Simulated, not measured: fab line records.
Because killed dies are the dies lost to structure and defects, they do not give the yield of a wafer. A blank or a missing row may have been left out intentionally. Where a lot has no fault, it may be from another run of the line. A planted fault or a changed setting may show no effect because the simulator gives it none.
fab line records :: flow sky130
record
  lots=7
  wafers=21
  last-day=50
route steps=708 shown CAPM@554 METAL3@555
lots that met no fault: taken from a fault-free run of the same line
start-h: hours from the record's first day to the start of the lot's first wafer shown :: wait-h: how many hours have passed since the lot's step before this one :: " unchanged from the row above :: L1.1+2: one row covering several wafers at once :: - either no value or no given start :: * or withheld: withheld :: < > ~ a bound
route shown NAME@n: NAME is a module with steps in the file, n the number in the route of the first one :: usual: mean/standard deviation taken from wafers without a fault :: same: alike in all rows :: chamber/n: place in a boat :: sites: per-site readings :: _std_site: how widely they spread, as a standard deviation :: _edge_site: outer sites' mean less inner sites' :: radius-mm: how far each site lies from the wafer's centre :: mask NAME#n: copy n :: behind: the last tool/chamber to shape the wafer :: hold: what put the lot on hold/how long, in hours/how the hold closed :: device: names the non-switching transistor (n, p or np) :: end of line: the route-end tests of the same wafers :: for a step that has no rows: nothing shown but its recipe :: killed: at the first sort, the dies lost to defects and structure; wafer yield is something else :: map: shows each die of a wafer: x if killed, . if not, _ if none is there
set.NAME: the setting that was run; set.NAME@STEP: the one run at that earlier step :: model.NAME: the simulator's own value behind a step, which no gauge read
a table for each step, a row for each wafer; lots at some steps of the route
services: when a tool's chamber went out of use (start-h, in hours from the record's first day, below 0 if earlier), for how many hours, and the reason
## steps
# step SKY_CAPM_CLEAN_17
# recipe
  chemistry=O3/DIW
  dry=n2-spin
# step SKY_METAL3_DEHYDRATE_05
# recipe
  temp-c=200
  time-s=60
# step SKY_METAL3_HMDS_06
# recipe
  prime-time-s=60
  prime-temp-c=120
# step SKY_METAL3_COAT_07
# recipe
  resist=BARC
  temp-c=withheld
  time-s=withheld
  spin-rpm=3000
  resist-thk-nm=60
# step SKY_METAL3_COAT_08
# recipe
  resist=KrF-thick
  spin-rpm=3000
  resist-thk-nm=1140
# step SKY_METAL3_SOFTBAKE_09
# recipe
  temp-c=100
  time-s=90
  resist=KrF-thick
# step SKY_METAL3_EXPOSE_10
# recipe
  mask-id=MM3
  na=0.68
  source-shape=annular
  sigma-inner=0.4
  sigma-outer=0.8
  target-cd-nm=300
  dose-mj=28
# step SKY_METAL3_PEB_11
# recipe
  peb-temp-c=withheld
  peb-time-s=withheld
  resist=KrF-thick
# step SKY_METAL3_DEVELOP_12
# recipe
  develop-time-s=60
  resist=KrF-thick
  dev-temp-c=21
# step SKY_METAL3_CD_MEAS_13
# recipe
  target-cd-nm=300
# usual
  cd-nm=299.5/1.8
lot.wafer: L891.1
tool: cd-sem-02
chamber: -
start-h: 911.31
wait-h: -
cd-nm: 300.3

lot.wafer: L891.4
tool: cd-sem-02
chamber: -
start-h: 911.31
wait-h: -
cd-nm: 301.3

lot.wafer: L891.5
tool: cd-sem-02
chamber: -
start-h: 911.31
wait-h: -
cd-nm: 302.4

lot.wafer: L892.1
tool: cd-sem-02
chamber: -
start-h: 940.51
wait-h: -
cd-nm: 298.5

lot.wafer: L892.4
tool: cd-sem-02
chamber: -
start-h: 940.51
wait-h: -
cd-nm: 299.7

lot.wafer: L892.6
tool: cd-sem-02
chamber: -
start-h: 940.51
wait-h: -
cd-nm: 299.4

lot.wafer: L895.1
tool: cd-sem-01
chamber: -
start-h: 956.81
wait-h: -
cd-nm: 297.4

lot.wafer: L895.4
tool: cd-sem-01
chamber: -
start-h: 956.81
wait-h: -
cd-nm: 299.2

lot.wafer: L895.5
tool: cd-sem-01
chamber: -
start-h: 956.81
wait-h: -
cd-nm: 299.1

lot.wafer: L896.1
tool: cd-sem-02
chamber: -
start-h: 959.81
wait-h: -
cd-nm: 299.1

lot.wafer: L896.3
tool: cd-sem-02
chamber: -
start-h: 959.81
wait-h: -
cd-nm: 298.9

lot.wafer: L896.4
tool: cd-sem-02
chamber: -
start-h: 959.81
wait-h: -
cd-nm: 300.3

lot.wafer: L899.1
tool: cd-sem-01
chamber: -
start-h: 984.91
wait-h: -
cd-nm: 299.3

lot.wafer: L899.5
tool: cd-sem-01
chamber: -
start-h: 984.91
wait-h: -
cd-nm: 301.7

lot.wafer: L899.6
tool: cd-sem-01
chamber: -
start-h: 984.91
wait-h: -
cd-nm: 298.9

lot.wafer: L901.1
tool: cd-sem-02
chamber: -
start-h: 989.06
wait-h: -
cd-nm: 302.2

lot.wafer: L901.4
tool: cd-sem-02
chamber: -
start-h: 989.06
wait-h: -
cd-nm: 300.5

lot.wafer: L901.5
tool: cd-sem-02
chamber: -
start-h: 989.06
wait-h: -
cd-nm: 302.3

lot.wafer: L912.2
tool: cd-sem-01
chamber: -
start-h: 1066.13
wait-h: -
cd-nm: 297.3

lot.wafer: L912.3
tool: cd-sem-01
chamber: -
start-h: 1066.13
wait-h: -
cd-nm: 298.1

lot.wafer: L912.4
tool: cd-sem-01
chamber: -
start-h: 1066.13
wait-h: -
cd-nm: 298.1
# step SKY_METAL3_OVL_MEAS_14
# usual
  METAL3_OVL=1/5.3
lot.wafer: L891.1
tool: overlay-02
chamber: -
start-h: 911.43
wait-h: 0.1
METAL3_OVL[nm]: 0

lot.wafer: L891.4
tool: overlay-02
chamber: -
start-h: 911.43
wait-h: 0.1
METAL3_OVL[nm]: 4

lot.wafer: L891.5
tool: overlay-02
chamber: -
start-h: 911.43
wait-h: 0.1
METAL3_OVL[nm]: -7

lot.wafer: L892.1
tool: overlay-01
chamber: -
start-h: 940.63
wait-h: 0.1
METAL3_OVL[nm]: 2

lot.wafer: L892.4
tool: overlay-01
chamber: -
start-h: 940.63
wait-h: 0.1
METAL3_OVL[nm]: 7

lot.wafer: L892.6
tool: overlay-01
chamber: -
start-h: 940.63
wait-h: 0.1
METAL3_OVL[nm]: 10

lot.wafer: L895.1
tool: overlay-02
chamber: -
start-h: 956.93
wait-h: 0.1
METAL3_OVL[nm]: -9

lot.wafer: L895.4
tool: overlay-02
chamber: -
start-h: 956.93
wait-h: 0.1
METAL3_OVL[nm]: -10

lot.wafer: L895.5
tool: overlay-02
chamber: -
start-h: 956.93
wait-h: 0.1
METAL3_OVL[nm]: 0

lot.wafer: L896.1
tool: overlay-02
chamber: -
start-h: 959.93
wait-h: 0.1
METAL3_OVL[nm]: 6

lot.wafer: L896.3
tool: overlay-02
chamber: -
start-h: 959.93
wait-h: 0.1
METAL3_OVL[nm]: 3

lot.wafer: L896.4
tool: overlay-02
chamber: -
start-h: 959.93
wait-h: 0.1
METAL3_OVL[nm]: 6

lot.wafer: L899.1
tool: overlay-02
chamber: -
start-h: 985.03
wait-h: 0.1
METAL3_OVL[nm]: 5

lot.wafer: L899.5
tool: overlay-02
chamber: -
start-h: 985.03
wait-h: 0.1
METAL3_OVL[nm]: -1

lot.wafer: L899.6
tool: overlay-02
chamber: -
start-h: 985.03
wait-h: 0.1
METAL3_OVL[nm]: -1

lot.wafer: L901.1
tool: overlay-02
chamber: -
start-h: 989.18
wait-h: 0.1
METAL3_OVL[nm]: -3

lot.wafer: L901.4
tool: overlay-02
chamber: -
start-h: 989.18
wait-h: 0.1
METAL3_OVL[nm]: -7

lot.wafer: L901.5
tool: overlay-02
chamber: -
start-h: 989.18
wait-h: 0.1
METAL3_OVL[nm]: 0

lot.wafer: L912.2
tool: overlay-02
chamber: -
start-h: 1066.23
wait-h: 0.1
METAL3_OVL[nm]: 2

lot.wafer: L912.3
tool: overlay-02
chamber: -
start-h: 1066.23
wait-h: 0.1
METAL3_OVL[nm]: 6

lot.wafer: L912.4
tool: overlay-02
chamber: -
start-h: 1066.23
wait-h: 0.1
METAL3_OVL[nm]: 3
# step SKY_METAL3_DESCUM_15
# recipe
  chemistry=O2
  source-power-w=150
  bias-power-w=0
  pressure-mtorr=10
  temp-c=40
  time-s=8
# usual
  drypump-motor-current-A=5.8/0.43
  oes-product-au=1.004/0.01
lot.wafer: L891.1
tool: rie-metal-02
chamber: 0
start-h: 911.46
wait-h: 0.0
drypump-motor-current-A: 6.5
oes-product-au: 1.003
rf-hours-counter-h: 20

lot.wafer: L891.4
tool: rie-metal-02
chamber: 0
start-h: 911.46
wait-h: 0.0
drypump-motor-current-A: 6.5
oes-product-au: 1.007
rf-hours-counter-h: -

lot.wafer: L891.5
tool: rie-metal-02
chamber: 1
start-h: 911.46
wait-h: 0.0
drypump-motor-current-A: 6.2
oes-product-au: 1.011
rf-hours-counter-h: -

lot.wafer: L892.1
tool: rie-metal-04
chamber: 1
start-h: 940.67
wait-h: 0.0
drypump-motor-current-A: 5.7
oes-product-au: 0.995
rf-hours-counter-h: 4

lot.wafer: L892.4
tool: rie-metal-04
chamber: 0
start-h: 940.67
wait-h: 0.0
drypump-motor-current-A: 5.0
oes-product-au: 0.999
rf-hours-counter-h: -

lot.wafer: L892.6
tool: rie-metal-04
chamber: 1
start-h: 940.67
wait-h: 0.0
drypump-motor-current-A: 5.7
oes-product-au: 0.995
rf-hours-counter-h: -

lot.wafer: L895.1
tool: rie-metal-04
chamber: 0
start-h: 956.96
wait-h: 0.0
drypump-motor-current-A: 5.0
oes-product-au: 1.002
rf-hours-counter-h: 18

lot.wafer: L895.4
tool: rie-metal-04
chamber: 0
start-h: 956.96
wait-h: 0.0
drypump-motor-current-A: 5.0
oes-product-au: 0.996
rf-hours-counter-h: -

lot.wafer: L895.5
tool: rie-metal-04
chamber: 1
start-h: 956.96
wait-h: 0.0
drypump-motor-current-A: 5.7
oes-product-au: 0.997
rf-hours-counter-h: -

lot.wafer: L896.1
tool: rie-metal-04
chamber: 1
start-h: 959.96
wait-h: 0.0
drypump-motor-current-A: 5.7
oes-product-au: 0.977
rf-hours-counter-h: 5

lot.wafer: L896.3
tool: rie-metal-04
chamber: 0
start-h: 959.96
wait-h: 0.0
drypump-motor-current-A: 5.0
oes-product-au: 1.001
rf-hours-counter-h: -

lot.wafer: L896.4
tool: rie-metal-04
chamber: 1
start-h: 959.96
wait-h: 0.0
drypump-motor-current-A: 5.7
oes-product-au: 0.990
rf-hours-counter-h: -

lot.wafer: L899.1
tool: rie-metal-03
chamber: 1
start-h: 985.06
wait-h: 0.0
drypump-motor-current-A: 5.7
oes-product-au: 1.015
rf-hours-counter-h: 8

lot.wafer: L899.5
tool: rie-metal-03
chamber: 1
start-h: 985.06
wait-h: 0.0
drypump-motor-current-A: 5.7
oes-product-au: 1.017
rf-hours-counter-h: -

lot.wafer: L899.6
tool: rie-metal-03
chamber: 1
start-h: 985.06
wait-h: 0.0
drypump-motor-current-A: 5.7
oes-product-au: 1.013
rf-hours-counter-h: -

lot.wafer: L901.1
tool: rie-metal-04
chamber: 1
start-h: 989.21
wait-h: 0.0
drypump-motor-current-A: 5.7
oes-product-au: 0.993
rf-hours-counter-h: 6

lot.wafer: L901.4
tool: rie-metal-04
chamber: 1
start-h: 989.21
wait-h: 0.0
drypump-motor-current-A: 5.7
oes-product-au: 1.004
rf-hours-counter-h: -

lot.wafer: L901.5
tool: rie-metal-04
chamber: 1
start-h: 989.21
wait-h: 0.0
drypump-motor-current-A: 5.7
oes-product-au: 0.995
rf-hours-counter-h: -

lot.wafer: L912.2
tool: rie-metal-02
chamber: 0
start-h: 1066.26
wait-h: 0.0
drypump-motor-current-A: 6.5
oes-product-au: 1.020
rf-hours-counter-h: 7

lot.wafer: L912.3
tool: rie-metal-02
chamber: 1
start-h: 1066.26
wait-h: 0.0
drypump-motor-current-A: 6.2
oes-product-au: 1.006
rf-hours-counter-h: -

lot.wafer: L912.4
tool: rie-metal-02
chamber: 0
start-h: 1066.26
wait-h: 0.0
drypump-motor-current-A: 6.5
oes-product-au: 1.017
rf-hours-counter-h: -
# step SKY_METAL3_ETCH_16
# recipe
  chemistry=N2/H2
  target=BARC
  ion-energy-ev=200
  bias-w=100
  pressure-mtorr=30
  n2-flow-sccm=100
  h2-flow-sccm=200
  icp-w=500
  stop-on=SiO2
  time-s=88.2
  target-depth-a=600
# usual
  drypump-motor-current-A=5.8/0.44
  oes-product-au=0.625/0.0046
  throttle-valve-pct=13.205/0.0082
lot.wafer: L891.1
tool: rie-metal-02
chamber: 0
start-h: 911.49
wait-h: 0.0
drypump-motor-current-A: 6.5
oes-product-au: 0.629
rf-hours-counter-h: 20
throttle-valve-pct: 13.198
model.KrF-thick_of_METAL3_COAT_08.thk-nm: 1072
model.METAL3.cd-nm: 299.6

lot.wafer: L891.4
tool: rie-metal-02
chamber: 0
start-h: 911.49
wait-h: 0.0
drypump-motor-current-A: 6.5
oes-product-au: 0.626
rf-hours-counter-h: -
throttle-valve-pct: 13.213
model.KrF-thick_of_METAL3_COAT_08.thk-nm: 1077
model.METAL3.cd-nm: 300.8

lot.wafer: L891.5
tool: rie-metal-02
chamber: 1
start-h: 911.49
wait-h: 0.0
drypump-motor-current-A: 6.3
oes-product-au: 0.629
rf-hours-counter-h: -
throttle-valve-pct: 13.214
model.KrF-thick_of_METAL3_COAT_08.thk-nm: 1073
model.METAL3.cd-nm: 301.4

lot.wafer: L892.1
tool: rie-metal-04
chamber: 1
start-h: 940.70
wait-h: 0.0
drypump-motor-current-A: 5.7
oes-product-au: 0.614
rf-hours-counter-h: 4
throttle-valve-pct: 13.206
model.KrF-thick_of_METAL3_COAT_08.thk-nm: 1078
model.METAL3.cd-nm: 299.2

lot.wafer: L892.4
tool: rie-metal-04
chamber: 0
start-h: 940.70
wait-h: 0.0
drypump-motor-current-A: 5.0
oes-product-au: 0.629
rf-hours-counter-h: -
throttle-valve-pct: 13.211
model.KrF-thick_of_METAL3_COAT_08.thk-nm: 1076
model.METAL3.cd-nm: 299.6

lot.wafer: L892.6
tool: rie-metal-04
chamber: 1
start-h: 940.70
wait-h: 0.0
drypump-motor-current-A: 5.7
oes-product-au: 0.632
rf-hours-counter-h: -
throttle-valve-pct: 13.195
model.KrF-thick_of_METAL3_COAT_08.thk-nm: 1078
model.METAL3.cd-nm: 299.3

lot.wafer: L895.1
tool: rie-metal-04
chamber: 0
start-h: 956.99
wait-h: 0.0
drypump-motor-current-A: 5.0
oes-product-au: 0.620
rf-hours-counter-h: 18
throttle-valve-pct: 13.212
model.KrF-thick_of_METAL3_COAT_08.thk-nm: 1094
model.METAL3.cd-nm: 300.2

lot.wafer: L895.4
tool: rie-metal-04
chamber: 0
start-h: 956.99
wait-h: 0.0
drypump-motor-current-A: 5.0
oes-product-au: 0.619
rf-hours-counter-h: -
throttle-valve-pct: 13.198
model.KrF-thick_of_METAL3_COAT_08.thk-nm: 1091
model.METAL3.cd-nm: 302.4

lot.wafer: L895.5
tool: rie-metal-04
chamber: 1
start-h: 956.99
wait-h: 0.0
drypump-motor-current-A: 5.7
oes-product-au: 0.618
rf-hours-counter-h: -
throttle-valve-pct: 13.206
model.KrF-thick_of_METAL3_COAT_08.thk-nm: 1088
model.METAL3.cd-nm: 301.9

lot.wafer: L896.1
tool: rie-metal-04
chamber: 1
start-h: 959.99
wait-h: 0.0
drypump-motor-current-A: 5.7
oes-product-au: 0.629
rf-hours-counter-h: 5
throttle-valve-pct: 13.202
model.KrF-thick_of_METAL3_COAT_08.thk-nm: 1090
model.METAL3.cd-nm: 304.2

lot.wafer: L896.3
tool: rie-metal-04
chamber: 0
start-h: 959.99
wait-h: 0.0
drypump-motor-current-A: 5.0
oes-product-au: 0.634
rf-hours-counter-h: -
throttle-valve-pct: 13.213
model.KrF-thick_of_METAL3_COAT_08.thk-nm: 1088
model.METAL3.cd-nm: 302.7

lot.wafer: L896.4
tool: rie-metal-04
chamber: 1
start-h: 959.99
wait-h: 0.0
drypump-motor-current-A: 5.7
oes-product-au: 0.624
rf-hours-counter-h: -
throttle-valve-pct: 13.205
model.KrF-thick_of_METAL3_COAT_08.thk-nm: 1091
model.METAL3.cd-nm: 304.3

lot.wafer: L899.1
tool: rie-metal-03
chamber: 1
start-h: 985.13
wait-h: 0.1
drypump-motor-current-A: 5.7
oes-product-au: 0.629
rf-hours-counter-h: 8
throttle-valve-pct: 13.195
model.KrF-thick_of_METAL3_COAT_08.thk-nm: 1082
model.METAL3.cd-nm: 301.4

lot.wafer: L899.5
tool: rie-metal-03
chamber: 1
start-h: 985.13
wait-h: 0.1
drypump-motor-current-A: 5.7
oes-product-au: 0.626
rf-hours-counter-h: -
throttle-valve-pct: 13.196
model.KrF-thick_of_METAL3_COAT_08.thk-nm: 1079
model.METAL3.cd-nm: 302.5

lot.wafer: L899.6
tool: rie-metal-03
chamber: 1
start-h: 985.13
wait-h: 0.1
drypump-motor-current-A: 5.8
oes-product-au: 0.631
rf-hours-counter-h: -
throttle-valve-pct: 13.206
model.KrF-thick_of_METAL3_COAT_08.thk-nm: 1081
model.METAL3.cd-nm: 301.7

lot.wafer: L901.1
tool: rie-metal-04
chamber: 1
start-h: 989.28
wait-h: 0.1
drypump-motor-current-A: 5.6
oes-product-au: 0.628
rf-hours-counter-h: 6
throttle-valve-pct: 13.191
model.KrF-thick_of_METAL3_COAT_08.thk-nm: 1084
model.METAL3.cd-nm: 305.5

lot.wafer: L901.4
tool: rie-metal-04
chamber: 1
start-h: 989.28
wait-h: 0.1
drypump-motor-current-A: 5.7
oes-product-au: 0.620
rf-hours-counter-h: -
throttle-valve-pct: 13.207
model.KrF-thick_of_METAL3_COAT_08.thk-nm: 1079
model.METAL3.cd-nm: 304.9

lot.wafer: L901.5
tool: rie-metal-04
chamber: 1
start-h: 989.28
wait-h: 0.1
drypump-motor-current-A: 5.7
oes-product-au: 0.619
rf-hours-counter-h: -
throttle-valve-pct: 13.216
model.KrF-thick_of_METAL3_COAT_08.thk-nm: 1082
model.METAL3.cd-nm: 306.4

lot.wafer: L912.2
tool: rie-metal-02
chamber: 0
start-h: 1066.30
wait-h: 0.0
drypump-motor-current-A: 6.5
oes-product-au: 0.634
rf-hours-counter-h: 7
throttle-valve-pct: 13.197
model.KrF-thick_of_METAL3_COAT_08.thk-nm: 1080
model.METAL3.cd-nm: 298.9

lot.wafer: L912.3
tool: rie-metal-02
chamber: 1
start-h: 1066.30
wait-h: 0.0
drypump-motor-current-A: 6.3
oes-product-au: 0.624
rf-hours-counter-h: -
throttle-valve-pct: 13.208
model.KrF-thick_of_METAL3_COAT_08.thk-nm: 1076
model.METAL3.cd-nm: 297.8

lot.wafer: L912.4
tool: rie-metal-02
chamber: 0
start-h: 1066.30
wait-h: 0.0
drypump-motor-current-A: 6.5
oes-product-au: 0.625
rf-hours-counter-h: -
throttle-valve-pct: 13.213
model.KrF-thick_of_METAL3_COAT_08.thk-nm: 1080
model.METAL3.cd-nm: 300.3
# step SKY_METAL3_ETCH_17
# recipe
  target=SiO2
  stop-on=TiN
  chemistry=C4F8/O2/Ar
  source-w=1500
  bias-w=1200
  pressure-mtorr=40
  c4f8-flow-sccm=withheld
  O2_flow_sccm=6
  Ar_flow_sccm=300
  time-s=3.9
  target-depth-a=150
# usual
  oes-product-au=0.755/0.0069
lot.wafer: L891.1
tool: rie-diel-03
chamber: 1
start-h: 911.59
wait-h: 0.1
oes-product-au: 0.749
model.METAL3.cd-nm: 299.6

lot.wafer: L891.4
tool: rie-diel-03
chamber: 3
start-h: 911.59
wait-h: 0.1
oes-product-au: 0.745
model.METAL3.cd-nm: 300.8

lot.wafer: L891.5
tool: rie-diel-03
chamber: 0
start-h: 911.59
wait-h: 0.1
oes-product-au: 0.746
model.METAL3.cd-nm: 301.5

lot.wafer: L892.1
tool: rie-diel-04
chamber: 0
start-h: 940.80
wait-h: 0.1
oes-product-au: 0.745
model.METAL3.cd-nm: 299.2

lot.wafer: L892.4
tool: rie-diel-04
chamber: 0
start-h: 940.80
wait-h: 0.1
oes-product-au: 0.752
model.METAL3.cd-nm: 299.6

lot.wafer: L892.6
tool: rie-diel-04
chamber: 1
start-h: 940.80
wait-h: 0.1
oes-product-au: 0.754
model.METAL3.cd-nm: 299.3

lot.wafer: L895.1
tool: rie-diel-03
chamber: 0
start-h: 957.09
wait-h: 0.1
oes-product-au: 0.757
model.METAL3.cd-nm: 300.3

lot.wafer: L895.4
tool: rie-diel-03
chamber: 0
start-h: 957.09
wait-h: 0.1
oes-product-au: 0.757
model.METAL3.cd-nm: 302.4

lot.wafer: L895.5
tool: rie-diel-03
chamber: 2
start-h: 957.09
wait-h: 0.1
oes-product-au: 0.749
model.METAL3.cd-nm: 301.9

lot.wafer: L896.1
tool: rie-diel-04
chamber: 0
start-h: 960.09
wait-h: 0.1
oes-product-au: 0.752
model.METAL3.cd-nm: 304.2

lot.wafer: L896.3
tool: rie-diel-04
chamber: 1
start-h: 960.09
wait-h: 0.1
oes-product-au: 0.752
model.METAL3.cd-nm: 302.7

lot.wafer: L896.4
tool: rie-diel-04
chamber: 3
start-h: 960.09
wait-h: 0.1
oes-product-au: 0.761
model.METAL3.cd-nm: 304.3

lot.wafer: L899.1
tool: rie-diel-02
chamber: 2
start-h: 985.32
wait-h: 0.2
oes-product-au: 0.749
model.METAL3.cd-nm: 301.4

lot.wafer: L899.5
tool: rie-diel-02
chamber: 0
start-h: 985.32
wait-h: 0.2
oes-product-au: 0.756
model.METAL3.cd-nm: 302.5

lot.wafer: L899.6
tool: rie-diel-02
chamber: 1
start-h: 985.32
wait-h: 0.2
oes-product-au: 0.752
model.METAL3.cd-nm: 301.7

lot.wafer: L901.1
tool: rie-diel-04
chamber: 2
start-h: 989.47
wait-h: 0.2
oes-product-au: 0.754
model.METAL3.cd-nm: 305.5

lot.wafer: L901.4
tool: rie-diel-04
chamber: 3
start-h: 989.47
wait-h: 0.2
oes-product-au: 0.768
model.METAL3.cd-nm: 304.9

lot.wafer: L901.5
tool: rie-diel-04
chamber: 1
start-h: 989.47
wait-h: 0.2
oes-product-au: 0.769
model.METAL3.cd-nm: 306.5

lot.wafer: L912.2
tool: rie-diel-03
chamber: 0
start-h: 1066.39
wait-h: 0.1
oes-product-au: 0.749
model.METAL3.cd-nm: 299

lot.wafer: L912.3
tool: rie-diel-03
chamber: 2
start-h: 1066.39
wait-h: 0.1
oes-product-au: 0.758
model.METAL3.cd-nm: 297.8

lot.wafer: L912.4
tool: rie-diel-03
chamber: 3
start-h: 1066.39
wait-h: 0.1
oes-product-au: 0.760
model.METAL3.cd-nm: 300.3
# step SKY_METAL3_METAL_ETCH_18
# recipe
  target-depth-a=8450
  stop-on=SiO2
  over-etch-frac=0.3
  time-s=183.1
  chemistry=Cl2/BCl3
  resist-sidewall-deg=88
  pressure-mtorr=10
  icp-w=900
  bias-w=48.5
  Cl2_flow_sccm=60
  bcl3-flow-sccm=30
# usual
  drypump-motor-current-A=5.9/0.46
  oes-product-au=0.867/0.0069
  throttle-valve-pct=22.265/0.0091
lot.wafer: L891.1
tool: rie-metal-04
chamber: 1
start-h: 911.61
wait-h: 0.0
drypump-motor-current-A: 5.7
oes-product-au: 0.872
rf-hours-counter-h: 3
throttle-valve-pct: 22.251

lot.wafer: L891.4
tool: rie-metal-04
chamber: 0
start-h: 911.61
wait-h: 0.0
drypump-motor-current-A: 5.0
oes-product-au: 0.860
rf-hours-counter-h: -
throttle-valve-pct: 22.269

lot.wafer: L891.5
tool: rie-metal-04
chamber: 0
start-h: 911.61
wait-h: 0.0
drypump-motor-current-A: 5.0
oes-product-au: 0.864
rf-hours-counter-h: -
throttle-valve-pct: 22.269

lot.wafer: L892.1
tool: rie-metal-02
chamber: 1
start-h: 940.82
wait-h: 0.0
drypump-motor-current-A: 6.3
oes-product-au: 0.868
rf-hours-counter-h: 3
throttle-valve-pct: 22.275

lot.wafer: L892.4
tool: rie-metal-02
chamber: 1
start-h: 940.82
wait-h: 0.0
drypump-motor-current-A: 6.4
oes-product-au: 0.864
rf-hours-counter-h: -
throttle-valve-pct: 22.270

lot.wafer: L892.6
tool: rie-metal-02
chamber: 1
start-h: 940.82
wait-h: 0.0
drypump-motor-current-A: 6.3
oes-product-au: 0.866
rf-hours-counter-h: -
throttle-valve-pct: 22.284

lot.wafer: L895.1
tool: rie-metal-03
chamber: 1
start-h: 957.11
wait-h: 0.0
drypump-motor-current-A: 5.8
oes-product-au: 0.878
rf-hours-counter-h: 6
throttle-valve-pct: 22.249

lot.wafer: L895.4
tool: rie-metal-03
chamber: 1
start-h: 957.11
wait-h: 0.0
drypump-motor-current-A: 5.7
oes-product-au: 0.864
rf-hours-counter-h: -
throttle-valve-pct: 22.265

lot.wafer: L895.5
tool: rie-metal-03
chamber: 1
start-h: 957.11
wait-h: 0.0
drypump-motor-current-A: 5.7
oes-product-au: 0.873
rf-hours-counter-h: -
throttle-valve-pct: 22.275

lot.wafer: L896.1
tool: rie-metal-03
chamber: 1
start-h: 960.11
wait-h: 0.0
drypump-motor-current-A: 5.7
oes-product-au: 0.869
rf-hours-counter-h: 6
throttle-valve-pct: 22.260

lot.wafer: L896.3
tool: rie-metal-03
chamber: 1
start-h: 960.11
wait-h: 0.0
drypump-motor-current-A: 5.7
oes-product-au: 0.860
rf-hours-counter-h: -
throttle-valve-pct: 22.247

lot.wafer: L896.4
tool: rie-metal-03
chamber: 1
start-h: 960.11
wait-h: 0.0
drypump-motor-current-A: 5.7
oes-product-au: 0.872
rf-hours-counter-h: -
throttle-valve-pct: 22.263

lot.wafer: L899.1
tool: rie-metal-04
chamber: 1
start-h: 985.34
wait-h: 0.0
drypump-motor-current-A: 5.7
oes-product-au: 0.875
rf-hours-counter-h: 6
throttle-valve-pct: 22.257

lot.wafer: L899.5
tool: rie-metal-04
chamber: 1
start-h: 985.34
wait-h: 0.0
drypump-motor-current-A: 5.7
oes-product-au: 0.875
rf-hours-counter-h: -
throttle-valve-pct: 22.268

lot.wafer: L899.6
tool: rie-metal-04
chamber: 1
start-h: 985.34
wait-h: 0.0
drypump-motor-current-A: 5.7
oes-product-au: 0.873
rf-hours-counter-h: -
throttle-valve-pct: 22.273

lot.wafer: L901.1
tool: rie-metal-03
chamber: 1
start-h: 989.49
wait-h: 0.0
drypump-motor-current-A: 5.7
oes-product-au: 0.852
rf-hours-counter-h: 9
throttle-valve-pct: 22.258

lot.wafer: L901.4
tool: rie-metal-03
chamber: 1
start-h: 989.49
wait-h: 0.0
drypump-motor-current-A: 5.7
oes-product-au: 0.863
rf-hours-counter-h: -
throttle-valve-pct: 22.257

lot.wafer: L901.5
tool: rie-metal-03
chamber: 1
start-h: 989.49
wait-h: 0.0
drypump-motor-current-A: 5.7
oes-product-au: 0.862
rf-hours-counter-h: -
throttle-valve-pct: 22.249

lot.wafer: L912.2
tool: rie-metal-03
chamber: 1
start-h: 1066.41
wait-h: 0.0
drypump-motor-current-A: 5.7
oes-product-au: 0.859
rf-hours-counter-h: 17
throttle-valve-pct: 22.263

lot.wafer: L912.3
tool: rie-metal-03
chamber: 1
start-h: 1066.41
wait-h: 0.0
drypump-motor-current-A: 5.7
oes-product-au: 0.868
rf-hours-counter-h: -
throttle-valve-pct: 22.274

lot.wafer: L912.4
tool: rie-metal-03
chamber: 0
start-h: 1066.41
wait-h: 0.0
drypump-motor-current-A: 5.1
oes-product-au: 0.862
rf-hours-counter-h: -
throttle-valve-pct: 22.267
## services
tool: rie-metal-03
chamber: -
start-h: 901.08
hours: 0.5
kind: repair

tool: rie-metal-02
chamber: 0
start-h: 915.39
hours: -
kind: clean

tool: rie-metal-02
chamber: 0
start-h: 915.39
hours: 32.9
kind: scheduled-down

tool: rie-metal-02
chamber: 0
start-h: 915.39
hours: 32.9
kind: vent-cycle

tool: rie-diel-02
chamber: 3
start-h: 928.86
hours: 18.5
kind: repair

tool: rie-diel-03
chamber: 1
start-h: 929.57
hours: 8.1
kind: repair

tool: rie-metal-04
chamber: -
start-h: 930.37
hours: 0.8
kind: repair

tool: rie-metal-03
chamber: 0
start-h: 933.68
hours: 112.1
kind: repair

tool: rie-diel-03
chamber: 0
start-h: 941.26
hours: 2.2
kind: repair

tool: rie-diel-03
chamber: 3
start-h: 955.67
hours: -
kind: clean

tool: rie-diel-03
chamber: 3
start-h: 955.67
hours: 24.1
kind: scheduled-down

tool: rie-diel-03
chamber: 3
start-h: 955.67
hours: 24.1
kind: vent-cycle

tool: rie-diel-04
chamber: 3
start-h: 963.90
hours: 4.3
kind: repair

tool: rie-metal-04
chamber: 0
start-h: 985.02
hours: 40.2
kind: repair

tool: rie-diel-02
chamber: 0
start-h: 996.02
hours: 2.6
kind: repair

tool: rie-diel-03
chamber: -
start-h: 1007.99
hours: 0.1
kind: repair

tool: rie-diel-03
chamber: 1
start-h: 1009.87
hours: 3.2
kind: repair

tool: rie-diel-03
chamber: 3
start-h: 1011.49
hours: 8.2
kind: repair

tool: rie-metal-04
chamber: 0
start-h: 1025.18
hours: -
kind: clean

tool: rie-metal-04
chamber: 0
start-h: 1025.18
hours: 18.8
kind: scheduled-down

tool: rie-metal-04
chamber: 0
start-h: 1025.18
hours: 18.8
kind: vent-cycle

tool: rie-diel-04
chamber: 0
start-h: 1054.48
hours: -
kind: clean

tool: rie-diel-04
chamber: 0
start-h: 1054.48
hours: 14.3
kind: scheduled-down

tool: rie-diel-02
chamber: -
start-h: 1063.87
hours: 14.6
kind: pm
## key
first-sign none at tools or gauges
model-effect
  step=SKY_METAL3_ETCH_16
  value=KrF-thick_of_METAL3_COAT_08.thk-nm
  without=1079
  struck=1087
model-effect
  step=SKY_METAL3_ETCH_17
  value=METAL3.cd-nm
  without=300.7
  struck=303.6
met-at SKY_METAL3_ETCH_16
struck-wafers L895.1,L895.4,L895.5,L896.1,L896.3,L896.4,L901.1,L901.4,L901.5
onset-between 940.70 956.99
also-fits SKY_METAL3_DESCUM_15:rie-metal-04
fault
  kind=process-parameter-drift
  tool=rie-metal-04
  chamber=-
  onset-h=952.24
  steps=SKY_METAL3_ETCH_16
  channel=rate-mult
  offset=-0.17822
  shape=step
  end-h=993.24
